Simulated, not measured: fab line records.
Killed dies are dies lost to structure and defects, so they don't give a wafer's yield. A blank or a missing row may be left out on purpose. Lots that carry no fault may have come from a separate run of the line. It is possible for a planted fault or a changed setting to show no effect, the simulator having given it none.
Struck lot and sound lot, side by side / flow sky130 / 36 steps out of a route of 708
Sound: these wafers, L983.1, L983.2, L983.4. Wafers L975.1, L975.2, L975.5 were the ones struck. At the end, the cause is stated.
For every step that has rows: the tool of each side, followed by ch and its chambers, followed by its first start. Under that, the readings that differ: sound wafers / struck wafers / difference of the means / sigmas: that difference in standard deviations of wafers without a fault.
alike: words and numbers the same on both sides, and readings whose means are apart by under 2 such deviations; not compared: readings that were withheld, readings missing a value for some wafer, numbers with overlapping values and no deviation given by the record, and bounds like >300 which may hide the same value.
The two part at a step that has a row with sigmas, a row that says differs or no value, or rows on one side only. Non-overlapping numbers with no deviation appear without sigmas and do not part them. A reading missing from all wafers of one side parts the sides only when that side holds two or more wafers.

first, 10 steps without rows for these wafers: SKY_GATE_OXIDE_COAT_05 (resist thk 1140 nm); SKY_GATE_OXIDE_SOFTBAKE_06 (time 60 s); SKY_GATE_OXIDE_EXPOSE_07 (exposes mask LVOM, target cd 600 nm); SKY_GATE_OXIDE_PEB_08; SKY_GATE_OXIDE_DEVELOP_09 (develop time 60 s); SKY_GATE_OXIDE_IMPLANT_11; SKY_GATE_OXIDE_WET_ETCH_12 (etches SiO2 in dHF, target depth 16.8 nm, time 336 s); SKY_GATE_OXIDE_STRIP_13 (strips in O2/N2); SKY_GATE_OXIDE_CLEAN_15 (cleans in SC1/SC2, time 150 s); SKY_GATE_OXIDE_OXIDATION_16 (stabilise 600 s, purge 300 s, target thk 3.57 nm).
SKY_POLY_GATE_CVD_00: deposits poly-Si, target thk 180 nm, time 720 s.
  sound on lpcvd-01 ch 1, day 21 10:15; struck on lpcvd-01 ch 0, day 18 10:34
reading=pressure-mtorr (mTorr); sound=200.4 200.7 200.9; struck=100.2 100.0 100.4; difference=-100.5; sigmas=-99 or more
reading=zone-power-upper-pct (%); sound=8.0 8.1 8.2; struck=6.9 6.9 6.9; difference=-1.2; sigmas=-2
reading=model.poly-Si_of_POLY_GATE_CVD_00.thk-nm (nm); sound=180.2 181 180.3; struck=125.3 124.5 124.5; difference=-55.7; sigmas=
SKY_POLY_GATE_THK_MEAS_01:
  sound on film-metro-03 at day 21 12:03; struck on film-metro-02 at day 18 12:22
reading=POLY_GATE_CVD_00_THK (nm); sound=180.2 181.1 180.3; struck=125.4 124.5 124.5; difference=-55.7; sigmas=-29
then, 20 steps without rows for these wafers: SKY_RES_PROTECT_DEHYDRATE_00 (time 60 s); SKY_RES_PROTECT_HMDS_01 (prime time 60 s); SKY_RES_PROTECT_COAT_02 (resist thk 1140 nm); SKY_RES_PROTECT_SOFTBAKE_03 (time 60 s); SKY_RES_PROTECT_EXPOSE_04 (exposes mask RPM, target cd 1270 nm); SKY_RES_PROTECT_PEB_05; SKY_RES_PROTECT_DEVELOP_06 (develop time 60 s); SKY_POLY_GATE_IMPLANT_02; SKY_RES_PROTECT_STRIP_07 (strips in O2/N2); SKY_RES_PROTECT_CLEAN_09 (cleans in SC1/SC2, time 150 s); SKY_POLY_GATE_CVD_03 (deposits Si3N4 from DCS/NH3, target thk 75 nm, time 1290 s); SKY_POLY_GATE_DEHYDRATE_05 (time 60 s); SKY_POLY_GATE_HMDS_06 (prime time 60 s); SKY_POLY_GATE_COAT_07 (resist thk 108.9 nm); SKY_POLY_GATE_COAT_08 (resist thk 450 nm); SKY_POLY_GATE_SOFTBAKE_09 (time 90 s); SKY_POLY_GATE_EXPOSE_10 (exposes mask P1M, target cd 150 nm); SKY_POLY_GATE_PEB_11; SKY_POLY_GATE_DEVELOP_12 (develop time 60 s); SKY_POLY_GATE_ETCH_15 (etches BARC in N2/H2, stops on SiO2, time 118.5 s, target depth 110 nm).
-- the record jumps here: 3 days lie between the struck wafers' starts before and after --
SKY_POLY_GATE_ETCH_16: etches Si3N4 in CH3F/O2, stops on poly-Si, time 152.6 s, target depth 75 nm.
  sound on rie-diel-03 ch 0,1,2, day 24 00:45; struck on rie-diel-01 ch 0,2,3, day 21 03:58
reading=oes-product-au (a.u.); sound=0.632 0.639 0.631; struck=0.635 0.648 0.650; difference=+0.010; sigmas=+2
reading=model.poly-Si_of_POLY_GATE_CVD_00.thk-nm (nm); sound=179.1 179.9 179.2; struck=124.2 123.4 123.4; difference=-55.7; sigmas=
  alike: drypump-motor-current-A, throttle-valve-pct
  not compared: rf-hours-counter-h
SKY_POLY_GATE_ETCH_17: etches poly-Si in HBr/Cl2, stops on SiO2, target depth 180 nm, time 70.5 s.
  sound on rie-si-02 ch 0,1,3, day 24 00:51; struck on rie-si-02 ch 0,1,2, day 21 04:04
reading=oes-product-au (a.u.); sound=0.985 0.973 0.978; struck=0.772 0.768 0.770; difference=-0.209; sigmas=-24
reading=model.etch.depth-nm (nm); sound=179.1 174.8 173.6; struck=124.2 123.4 123.4; difference=-52.2; sigmas=
reading=model.POLY_GATE.feature-depth-nm (nm); sound=179.1 174.8 173.6; struck=124.2 123.4 123.4; difference=-52.2; sigmas=
  alike: drypump-motor-current-A, throttle-valve-pct
  not compared: rf-hours-counter-h
then, 1 step without rows for these wafers: SKY_POLY_GATE_STRIP_18 (strips in O2/N2).
-- the record jumps here: 28 days lie between the struck wafers' starts before and after (it left off in module POLY_GATE and takes up again in module PAD_OPEN, whose first step shown is number 708 of the route) --
SKY_PAD_OPEN_PROBE_99:
  sound on prober-01 at day 50 12:32; struck on prober-01 at day 48 22:56
reading=model.etest.res-xhigh-po.line-ohm-um; sound=5795 5717 5761; struck=5161 5231 5412; difference=-490; sigmas=
reading=model.etest.res-high-po.line-ohm-um; sound=746.7 739.4 753.9; struck=963.3 952.9 983.1; difference=+219.8; sigmas=
reading=model.etest.res-xhigh-po.rs-ohm-sq; sound=2008 2027 2026; struck=1828 1859 1904; difference=-157; sigmas=
reading=model.etest.res-poly.line-ohm-um; sound=502.6 488.6 503.9; struck=690.4 671.4 711.5; difference=+192.7; sigmas=
reading=model.etest.tip-sonos.rs-ohm-sq; sound=2807 2871 2867; struck=2518 2513 2533; difference=-327; sigmas=
reading=model.etest.res-high-po.rs-ohm-sq; sound=263.5 262.2 264; struck=331.5 339.3 344.8; difference=+75.3; sigmas=
reading=model.etest.licon-high-po.rc-ohm; sound=356.9 361.3 365.3; struck=328.6 320.2 326.6; difference=-36.0; sigmas=
reading=model.etest.res-poly.rs-ohm-sq; sound=48.29 47.98 48.44; struck=65.42 66.11 66.77; difference=+17.86; sigmas=
  alike: killed_at_M0_to_M3, killed_at_M4_up, killed-at-contacts, killed-at-front-end, killed-at-other, killed-dies, killed-on-rim, killed-open, killed-short

## WHERE THEY PART
At SKY_POLY_GATE_CVD_00 first; at SKY_POLY_GATE_ETCH_17 last (within this record only). Later steps at which nothing parts them and some readings are alike: SKY_PAD_OPEN_PROBE_99.

WHY: what had been put in by the simulator
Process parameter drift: lpcvd-01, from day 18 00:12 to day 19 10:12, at SKY_POLY_GATE_CVD_00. Setting pressure-mtorr shifted by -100 from 200.
